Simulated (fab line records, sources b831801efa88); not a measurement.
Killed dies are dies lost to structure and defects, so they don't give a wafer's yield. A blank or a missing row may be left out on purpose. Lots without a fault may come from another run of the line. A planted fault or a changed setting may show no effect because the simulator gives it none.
fab line records | flow sky130
record lots=6 wafers=18 last_day=51
route steps=708 shown LOCAL_INTERCONNECT@405 CONTACT@406 PAD_OPEN@708
lots that met no fault: from a run of the same line without faults
start_h: hours from the record's first day to the start of the lot's first wafer shown | wait_h: hours since the lot's step before | " the same as in the row above | L1.1+2: a row that stands for several wafers | - no value, or no start given | * or withheld: withheld | < > ~ a bound
route shown NAME@n: a module of which the file shows steps, and the number in the route of the first | usual: mean/standard deviation of fault-free wafers | same: alike in all rows | chamber/n: place in a boat | sites: the reading at each site | _std_site: their standard deviation | _edge_site: outer sites' mean less inner sites' | radius_mm: how far each site lies from the wafer's centre | mask NAME#n: copy n | behind: the tool/chamber that last shaped the wafer | hold: why the lot was held/for how many hours/how that ended | device: the transistor (n, p or np) that didn't switch | end of line: the same wafers' tests at the end of the route | a step without rows: its recipe alone | killed: dies lost to structure and defects at the first sort, not the wafer's yield | map: a wafer's dies, x killed, . not, _ none there
set.NAME: the setting as run; set.NAME@STEP: as run at that earlier step | model.NAME: the simulator's own value behind a step, which no gauge read
lots at some steps of the route; a table a step, a row a wafer
services: from which hour (start_h, from the record's first day; less than 0 if before it) a tool's chamber was out of use, for how many hours, and why
## steps
# step SKY_LOCAL_INTERCONNECT_CLEAN_18
# recipe chemistry=O3/DIW dry=n2_spin
# step SKY_CONTACT_CVD_00
# recipe material=Si3N4 target_thk_nm=75 temp_c=400 time_s=withheld rf_w=450
# usual heater_power_w=720/110 rf_fwd_power_W=444.2/2.2
# columns lot.wafer tool chamber start_h wait_h heater_power_w rf_fwd_power_W
L776.1 pecvd-03 0 797.68 0.0 645 444.4
L776.3 " 1 " " 653 440.5
L776.6 " 0 " " 656 447.7
L777.1 pecvd-01 0 806.10 0.0 765 446.2
L777.3 " 0 " " 782 444.6
L777.6 " 0 " " 763 446.5
L780.2 pecvd-03 2 831.75 0.0 739 448.3
L780.3 " 0 " " 658 442.4
L780.4 " 2 " " 759 444.0
L781.1 pecvd-03 0 839.85 0.0 571 442.8
L781.5 " 2 " " 812 445.8
L781.6 " 1 " " 667 440.4
L787.2 pecvd-01 1 878.40 0.0 818 441.4
L787.5 " 1 " " 808 441.6
L787.6 " 0 " " 842 445.5
L788.2 pecvd-01 2 899.02 0.0 627 445.0
L788.3 " 1 " " 743 442.7
L788.4 " 0 " " 727 443.3
# step SKY_CONTACT_THK_MEAS_01
# recipe reads=Si3N4_of_CONTACT_CVD_00
# usual CONTACT_CVD_00_THK=74.9/0.9
# columns lot.wafer tool chamber start_h wait_h CONTACT_CVD_00_THK[nm]
L776.1 film_metro-04 - 797.71 - 73.3
L776.3 " - " " 74.3
L776.6 " - " " 75.1
L777.1 film_metro-01 - 806.15 - 74.6
L777.3 " - " " 75.5
L777.6 " - " " 76.8
L780.2 film_metro-02 - 831.80 - 74.8
L780.3 " - " " 73.3
L780.4 " - " " 75.8
L781.1 film_metro-04 - 839.89 - 72.9
L781.5 " - " " 75.8
L781.6 " - " " 74.6
L787.2 film_metro-01 - 878.44 - 75.1
L787.5 " - " " 75.4
L787.6 " - " " 75.2
L788.2 film_metro-04 - 899.06 - 74.6
L788.3 " - " " 73.3
L788.4 " - " " 74.6
# step SKY_CONTACT_HDPCVD_02
# recipe material=SiO2 target_thk_nm=565 sigma_open_frac=0.3 time_s=94.2 temp_c=600 sih4_flow_sccm=61.91 pressure_mtorr=6
# step SKY_CONTACT_THK_MEAS_03
# recipe reads=SiO2_of_CONTACT_HDPCVD_02
# usual CONTACT_HDPCVD_THK=581/5.3
# columns lot.wafer tool chamber start_h wait_h CONTACT_HDPCVD_THK[nm]
L776.1 film_metro-02 - 797.84 0.0 584
L776.3 " - " " 581
L776.6 " - " " 584
L777.1 film_metro-02 - 806.27 0.0 581
L777.3 " - " " 574
L777.6 " - " " 584
L780.2 film_metro-01 - 831.93 0.0 575
L780.3 " - " " 577
L780.4 " - " " 576
L781.1 film_metro-01 - 840.05 0.1 572
L781.5 " - " " 581
L781.6 " - " " 579
L787.2 film_metro-02 - 878.57 0.0 566
L787.5 " - " " 573
L787.6 " - " " 574
L788.2 film_metro-04 - 899.22 0.1 575
L788.3 " - " " 570
L788.4 " - " " 581
# step SKY_CONTACT_CMP_04
# recipe material=SiO2 down_force_psi=4 platen_rpm=60 pad_velocity_m_s=0.94248
# usual motor_current_A=11.5/1.2 time_to_endpoint_s=88/4.8
# columns lot.wafer tool chamber start_h wait_h motor_current_A time_to_endpoint_s
L776.3 cmp-02 1 797.90 0.0 12.2 92
L776.1 " 2 " " 13.1 78
L776.6 " 1 " " 11.4 90
L777.1 cmp-02 2 806.43 0.1 11.9 78
L777.3 " 3 " " 12.6 84
L777.6 " 0 " " 11.9 90
L780.2 cmp-01 2 832.20 0.3 10.2 89
L780.3 " 3 " " 9.4 92
L780.4 " 0 " " 11.6 91
L781.1 cmp-01 2 840.26 0.2 10.9 83
L781.5 " 3 " " 9.5 89
L781.6 " 0 " " 12.4 93
L787.2 cmp-02 2 878.62 0.0 13.2 75
L787.5 " 2 " " 12.8 80
L787.6 " 3 " " 12.3 83
L788.2 cmp-01 3 899.32 0.1 9.8 89
L788.4 " 0 " " 12.1 93
L788.3 " 1 " " 10.2 88
# step SKY_CONTACT_BOW_MEAS_05
# recipe mode=bow
# usual CONTACT_BOW=82/7.1
# columns lot.wafer tool chamber start_h wait_h CONTACT_BOW[um]
L776.1 film_metro-04 - 798.20 0.2 94
L776.3 " - " " 82
L776.6 " - " " 92
L777.1 film_metro-04 - 806.63 0.1 78
L777.3 " - " " 81
L777.6 " - " " 82
L780.2 film_metro-01 - 832.47 0.2 74
L780.3 " - " " 79
L780.4 " - " " 94
L781.1 film_metro-01 - 840.41 0.1 72
L781.5 " - " " 72
L781.6 " - " " 80
L787.2 film_metro-02 - 878.94 0.3 85
L787.5 " - " " 72
L787.6 " - " " 72
L788.2 film_metro-01 - 899.59 0.2 86
L788.3 " - " " 76
L788.4 " - " " 91
# step SKY_CONTACT_DEHYDRATE_06
# recipe temp_c=200 time_s=60
# step SKY_CONTACT_HMDS_07
# recipe prime_time_s=60 prime_temp_c=120
# step SKY_CONTACT_COAT_08
# recipe resist=BARC temp_c=withheld time_s=withheld spin_rpm=3000 resist_thk_nm=60
# step SKY_CONTACT_COAT_09
# recipe resist=KrF-thick spin_rpm=3000 resist_thk_nm=450
# step SKY_CONTACT_SOFTBAKE_10
# recipe temp_c=100 time_s=90 resist=KrF-thick
# step SKY_CONTACT_EXPOSE_11
# recipe mask_id=CTM1 na=0.8 source_shape=annular sigma_inner=0.55 sigma_outer=0.85 target_cd_nm=170 dose_mj=38
# same sigma_outer=0.85
# columns lot.wafer tool chamber start_h wait_h mask
L776.1+3+6 krf_scanner-02 0 812.04 - CTM1#0
L777.1+3+6 krf_scanner-01 0 820.33 - CTM1#0
L780.2+3+4 krf_scanner-01 0 845.63 - CTM1#0
L781.1+5+6 krf_scanner-01 0 853.69 - CTM1#0
L787.2+5+6 krf_scanner-02 0 892.47 - CTM1#0
L788.2+3+4 krf_scanner-02 0 912.65 - CTM1#0
# step SKY_CONTACT_PEB_12
# recipe peb_temp_c=withheld peb_time_s=withheld resist=KrF-thick
# step SKY_CONTACT_DEVELOP_13
# recipe develop_time_s=57.85 resist=KrF-thick dev_temp_c=21
# columns lot.wafer tool chamber start_h wait_h model.CONTACT.cd_nm
L776.1 litho_track-04 0 - - 169.6
L776.3 " 0 " " 169.7
L776.6 " 0 " " 170.1
L777.1 litho_track-03 0 - - 171.2
L777.3 " 0 " " 169.2
L777.6 " 0 " " 170.4
L780.2 litho_track-03 0 - - 87.84
L780.3 " 0 " " 169.8
L780.4 " 0 " " 87.98
L781.1 litho_track-02 0 - - 169.4
L781.5 " 0 " " 90.14
L781.6 " 0 " " 170.6
L787.2 litho_track-04 0 - - 169.3
L787.5 " 0 " " 170.2
L787.6 " 0 " " 169.1
L788.2 litho_track-04 0 - - 172.5
L788.3 " 0 " " 172.8
L788.4 " 0 " " 171.4
# step SKY_CONTACT_CD_MEAS_14
# recipe target_cd_nm=170
# usual cd_nm=170.3/1.2
# columns lot.wafer tool chamber start_h wait_h cd_nm
L776.1 cd_sem-02 - 825.15 - 169.5
L776.3 " - " " 169.6
L776.6 " - " " 170.1
L777.1 cd_sem-01 - 833.46 - 171.3
L777.3 " - " " 169.2
L777.6 " - " " 170.3
L780.2 cd_sem-02 - 858.63 - 87.7
L780.3 " - " " 170.1
L780.4 " - " " 87.8
L781.1 cd_sem-01 - 866.49 - 169.7
L781.5 " - " " 90.1
L781.6 " - " " 170.0
L787.2 cd_sem-01 - 905.22 - 169.4
L787.5 " - " " 170.1
L787.6 " - " " 168.9
L788.2 cd_sem-02 - 925.07 - 172.3
L788.3 " - " " 173.0
L788.4 " - " " 171.5
# step SKY_CONTACT_OVL_MEAS_15
# usual CONTACT_OVL=1/5.4
# columns lot.wafer tool chamber start_h wait_h CONTACT_OVL[nm]
L776.1 overlay-02 - 825.27 0.1 3
L776.3 " - " " 4
L776.6 " - " " 4
L777.1 overlay-01 - 833.58 0.1 5
L777.3 " - " " 6
L777.6 " - " " 5
L780.2 overlay-01 - 858.73 0.1 7
L780.3 " - " " 2
L780.4 " - " " -4
L781.1 overlay-02 - 866.61 0.1 5
L781.5 " - " " 3
L781.6 " - " " -2
L787.2 overlay-01 - 905.33 0.1 6
L787.5 " - " " -4
L787.6 " - " " 1
L788.2 overlay-02 - 925.18 0.1 -6
L788.3 " - " " -4
L788.4 " - " " -7
# step SKY_CONTACT_ETCH_16
# recipe chemistry=N2/H2 target=BARC ion_energy_ev=200 source_w=500 bias_w=100 pressure_mtorr=30 n2_flow_sccm=100 h2_flow_sccm=200 stop_on=SiO2 time_s=45.9 target_depth_a=600
# usual drypump_motor_current_A=5.7/0.35 oes_product_au=0.855/0.005 rf_fwd_power_W=494.8/2.6 throttle_valve_pct=13.225/0.0086
# columns lot.wafer tool chamber start_h wait_h drypump_motor_current_A oes_product_au rf_fwd_power_W rf_hours_counter_h throttle_valve_pct
L776.1 rie_diel-03 2 825.31 0.0 6.2 0.856 496.1 7 13.222
L776.3 " 0 " " 6.1 0.854 494.9 11 13.234
L776.6 " 2 " " 6.3 0.858 497.2 - 13.221
L777.1 rie_diel-01 0 833.61 0.0 5.7 0.860 495.5 0 13.228
L777.3 " 1 " " 5.5 0.852 494.3 24 13.218
L777.6 " 3 " " 5.5 0.850 495.5 - 13.214
L780.2 rie_diel-01 0 858.76 0.0 5.7 0.861 497.4 1 13.233
L780.3 " 1 " " 5.5 0.848 494.9 25 13.228
L780.4 " 2 " " 5.4 0.857 492.2 10 13.213
L781.1 rie_diel-03 0 866.65 0.0 6.1 0.862 498.7 13 13.216
L781.5 " 0 " " 6.1 0.850 497.4 - 13.206
L781.6 " 1 " " 5.8 0.845 494.7 - 13.236
L787.2 rie_diel-02 0 905.36 0.0 6.3 0.853 489.5 1 13.219
L787.5 " 0 " " 6.3 0.868 489.6 - 13.231
L787.6 " 3 " " 5.3 0.856 494.9 - 13.225
L788.2 rie_diel-01 3 925.21 0.0 5.5 0.861 496.2 20 13.218
L788.3 " 2 " " 5.4 0.856 490.8 13 13.227
L788.4 " 1 " " 5.5 0.855 493.5 28 13.229
# step SKY_CONTACT_ETCH_17
# recipe target=SiO2 chemistry=C4F8/O2/Ar stop_on=Si3N4 mask_material=KrF-thick source_w=1500 bias_w=1200 pressure_mtorr=40 c4f8_flow_sccm=withheld O2_flow_sccm=6 Ar_flow_sccm=300 time_s=withheld target_depth_a=3400
# usual oes_product_au=0.891/0.0051 rf_fwd_power_W=1486/7.3
# columns lot.wafer tool chamber start_h wait_h oes_product_au rf_fwd_power_W
L776.1 rie_diel-03 2 825.35 0.0 0.881 1498
L776.3 " 0 " " 0.893 1495
L776.6 " 2 " " 0.893 1495
L777.1 rie_diel-01 0 833.66 0.0 0.882 1501
L777.3 " 1 " " 0.890 1475
L777.6 " 3 " " 0.882 1490
L780.2 rie_diel-01 0 858.81 0.0 0.890 1491
L780.3 " 1 " " 0.893 1490
L780.4 " 2 " " 0.891 1472
L781.1 rie_diel-03 0 866.69 0.0 0.895 1493
L781.5 " 0 " " 0.893 1497
L781.6 " 1 " " 0.896 1490
L787.2 rie_diel-02 0 905.40 0.0 0.891 1482
L787.5 " 0 " " 0.887 1483
L787.6 " 3 " " 0.886 1481
L788.2 rie_diel-01 3 925.25 0.0 0.884 1490
L788.3 " 2 " " 0.895 1481
L788.4 " 1 " " 0.891 1481
# step SKY_CONTACT_ETCH_18
# recipe target=Si3N4 chemistry=CHF3/O2 stop_on=TiN source_w=600 bias_w=200 pressure_mtorr=40 chf3_flow_sccm=50 O2_flow_sccm=5 time_s=39 target_depth_a=750
# usual O2_flow_sccm=5.001/0.014 drypump_motor_current_A=5.7/0.35 oes_product_au=0.854/0.0079 rf_fwd_power_W=593/3.1 throttle_valve_pct=8.793/0.009
# columns lot.wafer tool chamber start_h wait_h O2_flow_sccm drypump_motor_current_A oes_product_au rf_fwd_power_W rf_hours_counter_h throttle_valve_pct model.CONTACT.cd_nm
L776.1 rie_diel-03 2 - - 5.003 6.3 0.840 594 7 8.802 168.4
L776.3 " 0 " " 4.997 6.1 0.849 596 11 8.784 170.2
L776.6 " 2 " " 5.024 6.3 0.854 595 - 8.789 169
L777.1 rie_diel-01 0 - - 4.998 5.7 0.848 593 0 8.803 171.5
L777.3 " 1 " " 5.023 5.5 0.851 593 24 8.819 169.5
L777.6 " 3 " " 5.016 5.5 0.872 596 - 8.796 169.8
L780.2 rie_diel-01 0 - - 5.009 5.7 0.847 594 1 8.804 88.32
L780.3 " 1 " " 4.990 5.5 0.837 595 25 8.772 169.2
L780.4 " 2 " " 4.998 5.4 0.862 586 10 8.796 89.17
L781.1 rie_diel-03 0 - - 4.999 6.1 0.846 595 13 8.805 169.9
L781.5 " 0 " " 4.988 6.1 0.859 595 - 8.797 89.93
L781.6 " 1 " " 4.972 5.8 0.860 593 - 8.799 169.4
L787.2 rie_diel-02 0 - - 4.997 6.3 0.858 586 1 8.774 170.7
L787.5 " 0 " " 4.985 6.3 0.858 587 - 8.806 171.5
L787.6 " 3 " " 5.001 5.3 0.860 591 - 8.804 170.3
L788.2 rie_diel-01 3 - - 5.001 5.5 0.859 595 20 8.774 171.4
L788.3 " 2 " " 5.023 5.4 0.842 589 13 8.799 173.5
L788.4 " 1 " " 4.985 5.5 0.856 589 28 8.782 171.3
# step SKY_CONTACT_STRIP_19
# recipe chemistry=O2/N2 power_w=1400 pressure_mtorr=1500 platen_temp_c=withheld o2_flow_sccm=3000 n2_flow_sccm=300 overash_fraction=0.5
# usual drypump_motor_current_A=5.9/0.46 oes_product_au=0.380/0.005 strip_time_to_endpoint_s=3.61/0.042
# columns lot.wafer tool chamber start_h wait_h drypump_motor_current_A oes_product_au rf_hours_counter_h strip_time_to_endpoint_s
L776.1 plasma_asher-02 1 825.44 - 5.2 0.374 67 3.63
L776.3 " 1 " " 5.2 0.374 - 3.67
L776.6 " 1 " " 5.2 0.377 - 3.61
L777.1 plasma_asher-03 1 833.75 - 6.5 0.382 9 3.67
L777.3 " 0 " " 5.8 0.390 - 3.68
L777.6 " 0 " " 5.8 0.377 - 3.61
L780.2 plasma_asher-02 1 858.90 - 5.2 0.386 70 3.64
L780.3 " 1 " " 5.2 0.376 - 3.64
L780.4 " 0 " " 6.4 0.376 - 3.57
L781.1 plasma_asher-01 1 866.78 - 5.9 0.379 101 3.63
L781.5 " 1 " " 5.9 0.383 - 3.62
L781.6 " 0 " " 6.2 0.390 - 3.66
L787.2 plasma_asher-01 1 905.49 - 5.9 0.379 105 3.61
L787.5 " 1 " " 5.9 0.377 - 3.62
L787.6 " 0 " " 6.2 0.376 - 3.57
L788.2 plasma_asher-01 1 925.34 - 5.9 0.371 107 3.55
L788.3 " 0 " " 6.2 0.372 - 3.56
L788.4 " 1 " " 5.9 0.377 - 3.62
# step SKY_PAD_OPEN_PROBE_99
# usual killed_at_M0_to_M3=43/6.6 killed_at_M4_up=3.4/1.8 killed_at_contacts=24/5.7 killed_at_front_end=15/4.2 killed_at_other=0.3/0.58 killed_dies=86/8 killed_on_rim=16/3.9 killed_open=46/7.2 killed_short=39/5.8
# same gross_dies=492 killed_at_back_side=0
# columns lot.wafer tool chamber start_h wait_h killed_at_M0_to_M3 killed_at_M4_up killed_at_contacts killed_at_front_end killed_at_other killed_dies killed_on_rim killed_open killed_short
L776.1 prober-01 - 1147.23 0.1 47 4 16 16 0 83 19 39 44
L776.3 prober-01 - 1147.33 0.2 36 2 32 15 0 85 17 48 37
L776.6 prober-01 - 1147.48 0.2 49 3 24 17 0 93 16 45 47
L777.1 prober-02 - 1156.37 0.1 45 1 28 13 2 89 18 45 42
L777.3 prober-02 - 1156.47 0.2 44 3 32 14 1 94 17 56 38
L777.6 prober-02 - 1156.62 0.2 32 6 28 11 2 79 12 45 33
L780.2 prober-01 - 1172.67 0.1 36 4 442 10 0 492 96 31 39
L780.3 prober-01 - 1172.72 0.2 40 4 15 12 1 72 14 32 40
L780.4 prober-01 - 1172.77 0.2 41 2 432 17 0 492 96 45 39
L781.1 prober-02 - 1174.58 0.1 43 2 26 17 0 88 19 55 33
L781.5 prober-02 - 1174.78 0.2 50 5 421 16 0 492 96 44 44
L781.6 prober-02 - 1174.83 0.2 50 3 23 11 0 87 12 43 44
L787.6 prober-01 - 1200.28 0.2 40 3 21 12 1 77 14 44 32
L788.2 prober-02 - 1213.17 0.1 36 4 29 11 0 80 12 46 34
L788.3 prober-02 - 1213.22 0.2 41 6 22 13 0 82 21 47 35
L788.4 prober-02 - 1213.27 0.2 46 4 44 12 0 106 19 60 46
# killed by level:class
L776.1 METAL2:geometric_particle:short=9 VIA1:geometric_particle:open=8 CONTACT:geometric_particle:open=7 VIA3:geometric_particle:open=6 POLY_GATE:geometric_particle:short=5 METAL1:geometric_particle:short=5 VIA1:geometric_particle:short=5 POLY_GATE:geometric_particle:open=4
L776.3 CONTACT:geometric_particle:open=16 VIA1:geometric_particle:open=9 CONTACT:geometric_particle:short=7 VIA3:geometric_particle:open=7 METAL2:geometric_particle:short=6 FIELD_ISO:geometric_particle:short=5 LI_CONTACT:geometric_particle:open=5 METAL3:geometric_particle:short=5
L776.6 CONTACT:geometric_particle:open=12 VIA1:geometric_particle:open=9 VIA3:geometric_particle:open=8 VIA3:geometric_particle:short=7 METAL1:geometric_particle:short=6 METAL2:geometric_particle:short=5 CONTACT:geometric_particle:short=4 POLY_GATE:geometric_particle:short=4
L777.1 VIA1:geometric_particle:open=9 CONTACT:geometric_particle:short=7 CONTACT:geometric_particle:open=7 VIA2:geometric_particle:open=7 METAL2:geometric_particle:short=6 LOCAL_INTERCONNECT:geometric_particle:short=5 FIELD_ISO:geometric_particle:open=4 LI_CONTACT:geometric_particle:open=4
L777.3 CONTACT:geometric_particle:open=13 VIA3:geometric_particle:open=11 VIA1:geometric_particle:open=8 CONTACT:geometric_particle:short=7 METAL1:geometric_particle:short=6 VIA2:geometric_particle:open=6 FIELD_ISO:geometric_particle:short=5 LI_CONTACT:geometric_particle:open=5
L777.6 CONTACT:geometric_particle:open=10 VIA1:geometric_particle:open=7 VIA1:geometric_particle:short=6 FIELD_ISO:geometric_particle:short=5 LI_CONTACT:geometric_particle:short=5 LI_CONTACT:geometric_particle:open=5 VIA2:geometric_particle:open=5 VIA3:geometric_particle:open=5
L780.2 CONTACT:area_expose=422 VIA1:geometric_particle:open=9 CONTACT:geometric_particle:open=8 METAL2:geometric_particle:short=7 VIA2:geometric_particle:short=7 LI_CONTACT:geometric_particle:open=5 METAL1:geometric_particle:short=4 METAL4:geometric_particle:short=4
L780.3 METAL1:geometric_particle:short=10 VIA1:geometric_particle:open=7 POLY_GATE:geometric_particle:short=5 LI_CONTACT:geometric_particle:open=5 CONTACT:geometric_particle:open=5 VIA2:geometric_particle:open=5 METAL3:geometric_particle:short=4 METAL4:geometric_particle:short=4
L780.4 CONTACT:area_expose=408 VIA2:geometric_particle:open=10 VIA1:geometric_particle:open=9 CONTACT:geometric_particle:open=8 METAL1:geometric_particle:short=6 LOCAL_INTERCONNECT:geometric_particle:short=6 FIELD_ISO:geometric_particle:short=5 FIELD_ISO:geometric_particle:open=5
L781.1 CONTACT:geometric_particle:open=15 VIA1:geometric_particle:open=8 VIA2:geometric_particle:open=7 POLY_GATE:geometric_particle:short=6 LI_CONTACT:geometric_particle:open=6 VIA1:geometric_particle:short=5 METAL2:geometric_particle:short=5 VIA3:geometric_particle:open=5
L781.5 CONTACT:area_expose=404 VIA1:geometric_particle:open=14 VIA3:geometric_particle:open=7 CONTACT:geometric_particle:short=6 METAL2:geometric_particle:short=6 VIA2:geometric_particle:open=6 FIELD_ISO:geometric_particle:short=5 SPACER:geometric_particle:short=5
L781.6 VIA1:geometric_particle:open=13 METAL1:geometric_particle:short=7 LI_CONTACT:geometric_particle:open=6 CONTACT:geometric_particle:open=6 VIA2:geometric_particle:open=6 LOCAL_INTERCONNECT:geometric_particle:short=5 CONTACT:geometric_particle:short=5 VIA1:geometric_particle:short=5
L787.6 CONTACT:geometric_particle:open=8 LI_CONTACT:geometric_particle:open=7 VIA1:geometric_particle:open=7 VIA2:geometric_particle:open=6 FIELD_ISO:geometric_particle:open=5 METAL1:geometric_particle:short=5 VIA1:geometric_particle:short=5 VIA2:geometric_particle:short=5
L788.2 LI_CONTACT:geometric_particle:open=10 VIA1:geometric_particle:open=10 CONTACT:geometric_particle:open=9 VIA2:geometric_particle:open=7 FIELD_ISO:geometric_particle:short=5 LOCAL_INTERCONNECT:geometric_particle:short=4 METAL2:geometric_particle:short=4 LI_CONTACT:geometric_particle:short=3
L788.3 VIA1:geometric_particle:open=12 LI_CONTACT:geometric_particle:open=9 VIA3:geometric_particle:open=8 FIELD_ISO:geometric_particle:short=5 CONTACT:geometric_particle:open=5 VIA2:geometric_particle:open=5 LOCAL_INTERCONNECT:geometric_particle:short=4 METAL1:geometric_particle:short=4
L788.4 CONTACT:geometric_particle:open=15 LI_CONTACT:geometric_particle:open=11 CONTACT:geometric_particle:short=11 VIA1:geometric_particle:open=8 FIELD_ISO:geometric_particle:open=7 VIA1:geometric_particle:short=6 VIA2:geometric_particle:open=6 METAL3:geometric_particle:short=5
# map L780.2 (x killed, . not)
__________xxxxxxxxxx_________
________xxxxxxxxxxxxxx_______
______xxxxxxxxxxxxxxxxxx_____
_____xxxxxxxxxxxxxxxxxxxx____
____xxxxxxxxxxxxxxxxxxxxxx___
___xxxxxxxxxxxxxxxxxxxxxxxx__
__xxxxxxxxxxxxxxxxxxxxxxxxxx_
_xxxxxxxxxxxxxxxxxxxxxxxxxxxx
_xxxxxxxxxxxxxxxxxxxxxxxxxxxx
_xxxxxxxxxxxxxxxxxxxxxxxxxxxx
_xxxxxxxxxxxxxxxxxxxxxxxxxxxx
_xxxxxxxxxxxxxxxxxxxxxxxxxxxx
_xxxxxxxxxxxxxxxxxxxxxxxxxxxx
_xxxxxxxxxxxxxxxxxxxxxxxxxxxx
_xxxxxxxxxxxxxxxxxxxxxxxxxxxx
__xxxxxxxxxxxxxxxxxxxxxxxxxx_
___xxxxxxxxxxxxxxxxxxxxxxxx__
____xxxxxxxxxxxxxxxxxxxxxx___
_____xxxxxxxxxxxxxxxxxxxx____
______xxxxxxxxxxxxxxxxxx_____
________xxxxxxxxxxxxxx_______
__________xxxxxxxxxx_________
# map L781.5 (x killed, . not)
__________xxxxxxxxxx_________
________xxxxxxxxxxxxxx_______
______xxxxxxxxxxxxxxxxxx_____
_____xxxxxxxxxxxxxxxxxxxx____
____xxxxxxxxxxxxxxxxxxxxxx___
___xxxxxxxxxxxxxxxxxxxxxxxx__
__xxxxxxxxxxxxxxxxxxxxxxxxxx_
_xxxxxxxxxxxxxxxxxxxxxxxxxxxx
_xxxxxxxxxxxxxxxxxxxxxxxxxxxx
_xxxxxxxxxxxxxxxxxxxxxxxxxxxx
_xxxxxxxxxxxxxxxxxxxxxxxxxxxx
_xxxxxxxxxxxxxxxxxxxxxxxxxxxx
_xxxxxxxxxxxxxxxxxxxxxxxxxxxx
_xxxxxxxxxxxxxxxxxxxxxxxxxxxx
_xxxxxxxxxxxxxxxxxxxxxxxxxxxx
__xxxxxxxxxxxxxxxxxxxxxxxxxx_
___xxxxxxxxxxxxxxxxxxxxxxxx__
____xxxxxxxxxxxxxxxxxxxxxx___
_____xxxxxxxxxxxxxxxxxxxx____
______xxxxxxxxxxxxxxxxxx_____
________xxxxxxxxxxxxxx_______
__________xxxxxxxxxx_________
## services
# columns tool chamber start_h hours kind
krf_scanner-02 - 776.64 0.8 pm
rie_diel-03 1 776.92 6.4 repair
krf_scanner-01 - 779.34 1.3 pm
krf_scanner-02 - 784.45 1.0 pm
krf_scanner-02 - 785.45 1.3 pm
rie_diel-03 0 796.21 4.7 repair
rie_diel-02 - 800.67 0.4 repair
pecvd-03 - 803.19 0.9 repair
krf_scanner-01 - 804.38 0.8 pm
krf_scanner-01 - 808.56 0.3 repair
cmp-01 - 813.30 3.9 pm
rie_diel-03 1 814.35 20.0 repair
rie_diel-03 0 815.58 2.5 repair
rie_diel-01 - 816.11 1.1 repair
cmp-01 - 817.84 1.2 repair
krf_scanner-01 - 823.32 3.6 pm
cmp-02 - 829.48 1.1 repair
rie_diel-03 2 834.76 3.8 repair
krf_scanner-01 - 842.48 0.8 pm
rie_diel-03 3 843.83 11.1 repair
rie_diel-02 - 858.37 0.4 repair
rie_diel-01 0 865.99 36.1 repair
rie_diel-01 - 879.33 0.6 repair
rie_diel-03 - 887.69 2.8 pm
## key
first_sign step=SKY_CONTACT_CD_MEAS_14 reading=cd_nm direction=down sigmas=70 usual=170.3 struck=88.5
effect step=SKY_PAD_OPEN_PROBE_99 reading=killed_at_contacts direction=up sigmas=71 usual=24 struck=432
model_effect step=SKY_CONTACT_DEVELOP_13 value=CONTACT.cd_nm without=169.5 struck=88.65
model_effect step=SKY_CONTACT_ETCH_18 value=CONTACT.cd_nm without=170 struck=89.14
more_kills_born_at SKY_CONTACT_EXPOSE_11@krf_scanner-01=1234
met_at SKY_CONTACT_EXPOSE_11
struck_wafers L780.2,L780.4,L781.5
later_rows_left_out L780.2,L780.4,L781.5
tester_left_out L780,L781
onset_between 820.33 845.63
fault kind=process_parameter_drift tool=krf_scanner-01 chamber=- onset_h=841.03 steps=SKY_CONTACT_EXPOSE_11 channel=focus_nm offset=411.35 shape=step end_h=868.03 scope=struck_wafers_only
# tester_left_out: of these lots the tester's yield and bins aren't shown, on N5 and GAA mostly nor the transistor test; their killed dies are dies lost to structure and defects alone, not to doping, threshold or leakage, so they don't give the yield
# later_rows_left_out: the simulator's readings of these wafers behind a module that went badly wrong aren't trusted and aren't shown, but for the sort
